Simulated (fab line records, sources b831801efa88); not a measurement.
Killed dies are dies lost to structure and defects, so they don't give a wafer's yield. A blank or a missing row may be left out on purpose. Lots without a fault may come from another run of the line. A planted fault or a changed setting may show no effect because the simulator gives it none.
fab line records | flow sky130
record lots=10 wafers=30 last_day=50
route steps=708 shown SONOS_ONO@185 SPACER@304 CONTACT@410
lots that met no fault: from a run of the same line without faults
start_h: hours from the record's first day to the start of the lot's first wafer shown | wait_h: hours since the lot's step before | " the same as in the row above | L1.1+2: a row that stands for several wafers | - no value, or no start given | * or withheld: withheld | < > ~ a bound
route shown NAME@n: a module of which the file shows steps, and the number in the route of the first | usual: mean/standard deviation of fault-free wafers | same: alike in all rows | chamber/n: place in a boat | sites: the reading at each site | _std_site: their standard deviation | _edge_site: outer sites' mean less inner sites' | radius_mm: how far each site lies from the wafer's centre | mask NAME#n: copy n | behind: the tool/chamber that last shaped the wafer | hold: why the lot was held/for how many hours/how that ended | device: the transistor (n, p or np) that didn't switch | end of line: the same wafers' tests at the end of the route | a step without rows: its recipe alone | killed: dies lost to structure and defects at the first sort, not the wafer's yield | map: a wafer's dies, x killed, . not, _ none there
set.NAME: the setting as run; set.NAME@STEP: as run at that earlier step | model.NAME: the simulator's own value behind a step, which no gauge read
steps of the route over a sample of lots; a table a step, a row a wafer
services: from which hour (start_h, from the record's first day; less than 0 if before it) a tool's chamber was out of use, for how many hours, and why
## steps
# step SKY_SONOS_ONO_STRIP_17
# recipe chemistry=O2/N2 power_w=1400 pressure_mtorr=1500 platen_temp_c=withheld o2_flow_sccm=3000 n2_flow_sccm=300 overash_fraction=0.5
# usual drypump_motor_current_A=5.3/0.37 oes_product_au=0.710/0.0048 strip_time_to_endpoint_s=14.10/0.034
# columns lot.wafer tool chamber start_h wait_h drypump_motor_current_A oes_product_au rf_hours_counter_h strip_time_to_endpoint_s
L581.1 plasma_asher-03 0 280.10 0.0 5.6 0.701 47 14.05
L581.4 " 1 " " 5.3 0.707 - 14.04
L581.5 " 0 " " 5.6 0.705 - 14.09
L582.1 plasma_asher-04 0 293.62 0.0 5.9 0.707 18 14.06
L582.3 " 0 " " 5.9 0.709 - 14.06
L582.4 " 1 " " 4.7 0.705 - 14.11
L583.1 plasma_asher-01 0 295.74 0.0 4.9 0.707 61 14.12
L583.3 " 0 " " 4.9 0.705 - 14.09
L583.6 " 0 " " 4.9 0.708 - 14.10
L586.1 plasma_asher-04 0 324.27 0.0 5.9 0.710 21 14.10
L586.2 " 1 " " 4.7 0.708 21 14.09
L586.4 " 1 " " 4.7 0.711 - 14.10
L584.1 plasma_asher-03 1 324.70 0.0 5.3 0.711 51 14.12
L584.2 " 0 " " 5.5 0.709 51 14.09
L584.6 " 0 " " 5.5 0.708 - 14.06
L590.1 plasma_asher-01 1 350.93 0.0 5.2 0.715 67 14.10
L590.3 " 0 " " 4.9 0.707 - 14.11
L590.5 " 0 " " 4.9 0.714 - 14.14
L599.1 plasma_asher-03 1 423.60 0.0 5.3 0.708 62 14.09
L599.2 " 0 " " 5.5 0.713 62 14.14
L599.5 " 1 " " 5.3 0.705 - 14.13
L601.3 plasma_asher-03 0 449.78 0.0 5.5 0.712 - 14.12
L601.4 " 1 " " 5.3 0.703 - 14.15
L601.5 " 1 " " 5.3 0.715 - 14.08
L602.2 plasma_asher-04 1 464.00 0.0 4.7 0.714 33 14.11
L602.3 " 1 " " 4.7 0.710 - 14.14
L602.6 " 1 " " 4.7 0.718 - 14.16
L603.1 plasma_asher-03 1 469.62 0.0 5.3 0.710 67 14.07
L603.3 " 0 " " 5.5 0.704 - 14.09
L603.6 " 1 " " 5.3 0.708 - 14.05
# step SKY_SPACER_CVD_00
# recipe material=Si3N4 precursor=DCS/NH3 target_thk_nm=43.1 temp_c=770 time_s=740 pressure_mtorr=250
# usual spike_tc_bottom_C=790.2/2 spike_tc_centre_C=769.4/1.1 spike_tc_lower_C=769.5/1.1 spike_tc_top_C=783/3.4 spike_tc_upper_C=771.1/1.7 susceptor_temp_C=770.0/0.31 zone_power_centre_pct=14.7/0.36
# columns lot.wafer tool chamber start_h wait_h spike_tc_bottom_C spike_tc_centre_C spike_tc_lower_C spike_tc_top_C spike_tc_upper_C susceptor_temp_C zone_power_centre_pct
L581.1 lpcvd-02 1 521.13 0.0 794.0 770.3 770.2 778 773.0 770.4 15.2
L581.4 " 1 " " 792.5 768.9 768.7 780 772.8 769.9 14.9
L581.5 " 1 " " 792.4 770.3 770.5 778 774.2 770.1 15.3
L582.1 lpcvd-02 1 540.60 0.0 792.3 768.8 768.1 781 772.6 769.6 15.2
L582.3 " 1 " " 792.1 768.3 770.3 780 772.1 769.8 15.0
L582.4 " 1 " " 791.6 769.3 769.7 780 771.2 770.4 15.3
L583.1 lpcvd-02 1 544.82 0.0 792.7 769.4 769.9 779 773.4 769.4 15.0
L583.3 " 1 " " 791.3 771.4 770.3 778 772.0 770.3 15.2
L583.6 " 1 " " 792.2 770.0 769.2 779 773.4 769.5 15.2
L586.1 lpcvd-02 1 572.67 0.0 792.6 770.3 770.7 779 773.3 769.7 14.8
L586.2 " 1 " " 791.1 769.4 770.1 781 772.8 770.0 15.4
L586.4 " 1 " " 791.1 771.2 769.8 780 771.4 769.7 15.2
L584.1 lpcvd-02 0 576.81 3.2 787.6 770.1 768.7 784 769.5 770.1 14.3
L584.2 " 0 " " 788.9 769.1 768.8 785 769.6 769.6 14.2
L584.6 " 0 " " 790.5 768.7 769.4 786 769.6 770.0 14.6
L590.1 lpcvd-02 0 606.26 0.0 773.7 751.7 752.2 770 755.1 754.3 13.9
L590.3 " 0 " " 772.1 753.4 754.4 771 754.3 754.6 14.0
L590.5 " 0 " " 775.2 752.7 755.1 772 755.3 754.0 13.9
L599.1 lpcvd-02 0 673.83 0.0 789.4 769.6 770.0 786 768.5 770.0 14.5
L599.2 " 0 " " 787.7 768.3 769.5 785 768.6 770.6 14.5
L599.5 " 0 " " 790.1 769.4 768.5 785 770.3 769.5 14.4
L601.3 lpcvd-02 1 698.65 0.0 792.9 767.7 770.1 779 771.2 769.9 15.3
L601.4 " 1 " " 793.0 770.2 770.1 779 772.7 769.6 15.1
L601.5 " 1 " " 791.4 770.8 769.6 779 774.2 770.2 15.1
L602.2 lpcvd-02 0 708.22 0.0 789.6 770.5 771.2 787 768.7 769.7 14.3
L602.3 " 0 " " 789.7 768.8 769.8 784 770.2 770.1 14.4
L602.6 " 0 " " 788.0 768.6 767.5 785 769.7 770.1 14.4
L603.1 lpcvd-02 0 714.68 0.4 787.8 768.9 769.7 785 771.5 770.0 14.5
L603.3 " 0 " " 788.6 767.6 768.7 785 769.5 770.2 14.3
L603.6 " 0 " " 789.8 767.8 767.2 785 770.3 769.6 14.3
# step SKY_SPACER_THK_MEAS_01
# recipe reads=Si3N4_of_SPACER_CVD_00
# usual SPACER_CVD_00_THK=43.0/0.47
# columns lot.wafer tool chamber start_h wait_h SPACER_CVD_00_THK[nm]
L581.1 film_metro-04 - 522.33 0.0 42.8
L581.4 " - " " 43.1
L581.5 " - " " 43.1
L582.1 film_metro-02 - 541.81 0.0 43.6
L582.3 " - " " 44.1
L582.4 " - " " 43.9
L583.1 film_metro-04 - 546.02 0.0 43.6
L583.3 " - " " 43.6
L583.6 " - " " 43.6
L586.1 film_metro-04 - 573.87 0.0 42.9
L586.2 " - " " 42.8
L586.4 " - " " 42.9
L584.1 film_metro-02 - 578.01 0.0 42.5
L584.2 " - " " 42.6
L584.6 " - " " 42.9
L590.1 film_metro-04 - 607.47 0.0 31.5
L590.3 " - " " 31.3
L590.5 " - " " 31.4
L599.1 film_metro-02 - 675.03 0.0 43.0
L599.2 " - " " 43.2
L599.5 " - " " 43.1
L601.3 film_metro-02 - 699.88 0.0 43.1
L601.4 " - " " 42.7
L601.5 " - " " 43.3
L602.2 film_metro-02 - 709.43 0.0 42.6
L602.3 " - " " 42.5
L602.6 " - " " 42.5
L603.1 film_metro-04 - 715.88 0.0 42.7
L603.3 " - " " 43.1
L603.6 " - " " 42.9
# step SKY_SPACER_ETCHBACK_02
# recipe chemistry=CH3F/O2 target=Si3N4 stop_on=SiO2 source_w=400 bias_w=80 pressure_mtorr=25 ch3f_flow_sccm=40 O2_flow_sccm=30 time_s=46.7 target_depth_a=450
# usual drypump_motor_current_A=5.6/0.39 oes_product_au=0.853/0.0072 throttle_valve_pct=10.564/0.0085
# columns lot.wafer tool chamber start_h wait_h drypump_motor_current_A oes_product_au rf_hours_counter_h throttle_valve_pct
L581.1 rie_diel-02 0 522.39 0.1 5.1 0.851 2 10.552
L581.4 " 2 " " 5.4 0.861 12 10.560
L581.5 " 2 " " 5.3 0.855 - 10.575
L582.1 rie_diel-02 3 541.87 0.1 5.9 0.855 26 10.557
L582.3 " 0 " " 5.1 0.866 2 10.558
L582.4 " 1 " " 5.5 0.865 4 10.561
L583.1 rie_diel-01 1 546.08 0.1 5.2 0.866 11 10.555
L583.3 " 3 " " 6.0 0.854 9 10.566
L583.6 " 3 " " 6.1 0.859 - 10.561
L586.1 rie_diel-02 2 573.93 0.1 5.3 0.849 13 10.558
L586.2 " 3 " " 5.9 0.853 27 10.568
L586.4 " 0 " " 5.1 0.854 3 10.585
L584.1 rie_diel-01 2 578.07 0.1 5.1 0.849 6 10.558
L584.2 " 3 " " 6.1 0.856 10 10.575
L584.6 " 0 " " 5.9 0.844 - 10.556
L590.1 rie_diel-01 3 607.53 0.1 6.0 0.726 10 10.541
L590.3 " 1 " " 5.1 0.722 12 10.533
L590.5 " 3 " " 6.0 0.722 - 10.555
L599.1 rie_diel-02 3 675.09 0.1 5.9 0.855 29 10.573
L599.2 " 2 " " 5.3 0.843 15 10.563
L599.5 " 0 " " 5.1 0.852 - 10.547
L601.3 rie_diel-01 2 699.92 0.0 5.1 0.856 8 10.558
L601.4 " 0 " " 5.9 0.847 15 10.549
L601.5 " 0 " " 5.9 0.852 - 10.565
L602.2 rie_diel-04 3 709.48 0.0 6.2 0.852 1 10.558
L602.3 " 2 " " 5.8 0.836 12 10.565
L602.6 " 2 " " 5.8 0.844 - 10.559
L603.1 rie_diel-01 3 715.94 0.1 6.1 0.847 12 10.569
L603.3 " 1 " " 5.2 0.863 13 10.560
L603.6 " 3 " " 6.0 0.850 - 10.569
# step SKY_CONTACT_CMP_04
# recipe material=SiO2 down_force_psi=4 platen_rpm=60 pad_velocity_m_s=0.94248
# usual motor_current_A=12.2/0.96 slurry_flow_ml_min=150.0/0.49 time_to_endpoint_s=87/4
# columns lot.wafer tool chamber start_h wait_h motor_current_A slurry_flow_ml_min time_to_endpoint_s
L581.4 cmp-02 0 701.94 0.0 13.5 149.7 86
L581.1 " 3 " " 11.3 149.3 91
L581.5 " 0 " " 13.7 149.6 83
L582.1 cmp-02 0 719.13 0.1 14.3 149.0 78
L582.4 " 2 " " 12.3 150.6 81
L582.3 " 3 " " 11.6 150.1 86
L583.1 cmp-02 0 725.73 0.1 13.3 149.7 83
L583.3 " 1 " " 12.1 150.4 85
L583.6 " 1 " " 11.4 150.6 85
L586.4 cmp-01 1 749.04 0.0 11.7 149.9 95
L586.2 " 2 " " 13.7 150.6 93
L586.1 " 3 " " 11.8 149.9 91
L584.1 cmp-01 2 751.16 0.1 13.4 150.6 91
L584.2 " 0 " " 12.6 150.1 96
L584.6 " 3 " " 11.4 149.9 92
L590.1 cmp-02 3 779.10 0.1 10.6 150.2 91
L590.3 " 2 " " 11.6 149.9 89
L590.5 " 3 " " 11.7 150.4 91
L599.2 cmp-02 1 842.37 0.0 12.6 149.6 91
L599.1 " 0 " " 13.6 149.0 87
L599.5 " 2 " " 11.5 149.8 93
L601.3 cmp-01 2 865.25 0.3 12.8 149.6 90
L601.4 " 3 " " 11.5 149.1 85
L601.5 " 1 " " 11.7 150.0 93
L602.2 cmp-02 0 875.13 0.1 13.3 150.0 85
L602.3 " 3 " " 10.9 149.8 93
L602.6 " 0 " " 15.0 150.1 86
L603.3 cmp-01 1 879.82 0.1 11.5 149.9 92
L603.1 " 2 " " 13.0 149.8 85
L603.6 " 3 " " 11.8 151.2 81
# step SKY_CONTACT_STRIP_19
# recipe chemistry=O2/N2 power_w=1400 pressure_mtorr=1500 platen_temp_c=withheld o2_flow_sccm=3000 n2_flow_sccm=300 overash_fraction=0.5
# usual drypump_motor_current_A=5.4/0.4 oes_product_au=0.380/0.0045 strip_time_to_endpoint_s=3.613/0.029
# columns lot.wafer tool chamber start_h wait_h drypump_motor_current_A oes_product_au rf_hours_counter_h strip_time_to_endpoint_s
L581.1 plasma_asher-01 1 730.57 - 5.1 0.390 107 3.575
L581.4 " 0 " " 4.9 0.385 - 3.583
L581.5 " 1 " " 5.1 0.381 - 3.582
L582.1 plasma_asher-02 1 747.16 - 5.6 0.381 33 3.596
L582.3 " 0 " " 6.3 0.382 - 3.619
L582.4 " 1 " " 5.6 0.371 - 3.532
L583.1 plasma_asher-03 1 753.46 - 5.3 0.381 90 3.644
L583.3 " 0 " " 5.5 0.384 - 3.659
L583.6 " 1 " " 5.3 0.377 - 3.633
L586.1 plasma_asher-03 0 776.77 - 5.5 0.367 92 3.599
L586.2 " 1 " " 5.3 0.382 92 3.636
L586.4 " 1 " " 5.3 0.385 - 3.629
L584.1 plasma_asher-01 1 779.21 - 5.2 0.376 3 3.633
L584.2 " 0 " " 4.9 0.379 3 3.599
L584.6 " 1 " " 5.1 0.383 - 3.609
L590.1 plasma_asher-02 0 806.77 - 6.3 0.376 38 3.574
L590.3 " 0 " " 6.4 0.376 - 3.615
L590.5 " 0 " " 6.3 0.382 - 3.615
L599.1 plasma_asher-01 1 868.71 - 5.2 0.379 12 3.614
L599.2 " 0 " " 4.9 0.376 12 3.594
L599.5 " 1 " " 5.1 0.386 - 3.610
L601.3 plasma_asher-01 0 891.91 - 4.9 0.380 - 3.629
L601.4 " 1 " " 5.1 0.376 - 3.610
L601.5 " 1 " " 5.1 0.376 - 3.606
L602.2 plasma_asher-02 0 902.11 - 6.3 0.374 48 3.612
L602.3 " 1 " " 5.6 0.381 - 3.660
L602.6 " 1 " " 5.6 0.378 - 3.645
L603.1 plasma_asher-03 0 906.82 - 5.5 0.379 105 3.625
L603.3 " 0 " " 5.5 0.382 - 3.602
L603.6 " 1 " " 5.4 0.375 - 3.555
## services
# columns tool chamber start_h hours kind
lpcvd-02 - 271.59 6.0 pm
lpcvd-02 - 281.94 14.6 pm
plasma_asher-03 - 335.24 3.8 repair
cmp-02 - 398.02 2.8 pm
plasma_asher-01 - 408.87 9.4 repair
plasma_asher-03 - 461.51 1.4 repair
lpcvd-02 - 475.64 2.8 pm
cmp-02 - 481.40 0.9 repair
cmp-02 - 530.38 0.2 repair
cmp-02 - 572.02 4.0 pm
plasma_asher-01 - 578.85 2.8 pm
plasma_asher-01 - 591.32 3.3 repair
plasma_asher-03 - 601.09 52.7 repair
cmp-02 - 609.60 1.1 repair
cmp-02 - 611.06 2.0 repair
plasma_asher-03 - 623.90 3.5 repair
cmp-02 - 693.60 0.3 repair
plasma_asher-03 - 702.76 7.7 repair
plasma_asher-01 - 733.75 9.0 pm
cmp-02 - 740.65 0.8 repair
plasma_asher-01 - 750.62 2.0 repair
plasma_asher-03 - 757.62 2.1 repair
cmp-02 - 757.69 0.4 repair
plasma_asher-03 - 768.43 0.8 repair
## key
first_sign step=SKY_SPACER_CVD_00 reading=susceptor_temp_C direction=down sigmas=51 usual=* struck=*
effect step=SKY_SPACER_CVD_00 reading=spike_tc_centre_C direction=down sigmas=15 usual=769.4 struck=752.6
effect step=SKY_SPACER_THK_MEAS_01 reading=SPACER_CVD_00_THK direction=down sigmas=25 usual=43.0 struck=31.4
effect step=SKY_SPACER_ETCHBACK_02 reading=oes_product_au direction=down sigmas=18 usual=0.853 struck=0.723
met_at SKY_SPACER_CVD_00
struck_lots L590
struck_wafers L590.1,L590.3,L590.5
tester_left_out L590
not_acting_at SKY_SONOS_ONO_STRIP_17,SKY_CONTACT_CMP_04,SKY_CONTACT_STRIP_19
onset_between 576.81 606.26
fault kind=process_parameter_drift tool=lpcvd-02 chamber=0 onset_h=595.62 steps=SKY_SPACER_CVD_00 channel=temp_c offset=* shape=step end_h=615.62 acts_in=* stated=*
# tester_left_out: of these lots the tester's yield and bins aren't shown, on N5 and GAA mostly nor the transistor test; their killed dies are dies lost to structure and defects alone, not to doping, threshold or leakage, so they don't give the yield
